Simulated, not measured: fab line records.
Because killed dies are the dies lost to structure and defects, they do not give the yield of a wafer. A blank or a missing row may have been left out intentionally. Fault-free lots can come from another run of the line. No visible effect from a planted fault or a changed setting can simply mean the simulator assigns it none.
Matching of chambers + flow gf180mcu + GF_V5_CVD_02 on pecvd-04 has 3 sister chambers
The step deposits SiO2 from TEOS, target thk 1450 nm, time 163.28 s. 6 wafers are shown with their chamber, then 11 later ones without.

WAFERS PAIRED WITH THEIR CHAMBERS
| wafer  | chamber | heater_power_w (W) |
|--------|---------|--------------------|
| L075.6 | 0       | 559                |
| L077.2 | 1       | 845                |
| L077.6 | 1       | 666                |
| L078.3 | 0       | 604                |
| L078.6 | 2       | 780                |
| L082.1 | 2       | 735                |

WAFERS MISSING THEIR CHAMBER
| wafer  | heater_power_w (W) |
|--------|--------------------|
| L082.4 | 685                |
| L082.6 | 791                |
| L088.2 | 738                |
| L088.4 | 688                |
| L088.5 | 678                |
| L095.1 | 750                |
| L095.3 | 791                |
| L095.6 | 801                |
| L096.1 | 820                |
| L096.4 | 680                |
| L096.6 | 656                |

EACH ONE'S CHAMBER
| wafer  | from the rows above          | in truth |
|--------|------------------------------|----------|
| L082.4 | can't be placed: 1 or 2 or 0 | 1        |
| L082.6 | can't be placed: 2 or 1      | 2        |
| L088.2 | can't be placed: 1 or 2 or 0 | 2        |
| L088.4 | can't be placed: 1 or 2 or 0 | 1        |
| L088.5 | can't be placed: 1 or 2 or 0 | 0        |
| L095.1 | can't be placed: 1 or 2      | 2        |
| L095.3 | can't be placed: 2 or 1      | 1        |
| L095.6 | can't be placed: 2 or 1      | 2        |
| L096.1 | can't be placed: 2 or 1      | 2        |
| L096.4 | can't be placed: 1 or 2 or 0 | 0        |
| L096.6 | can't be placed: 0 or 1 or 2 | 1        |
Correctly placed: 0 of 11. Unplaceable from these rows: 11, with the true chamber sitting among the candidates in 11. Number placed wrongly: 0.
How it was worked out, from the rows above alone: a wafer's distance from a chamber is the root of the sum, over the readings, of the square of ((its reading less the chamber's mean) divided by the reading's scatter). If the next closest chamber is less than 2 further off than the closest, the wafer can't be placed; otherwise it belongs to the closest. For every chamber, the mean is computed from those of its wafers that are shown. How the scatter is found: for the shown wafers, subtract from each reading the mean of its chamber, square and add these, divide the total by (wafers less chambers), then take the root.
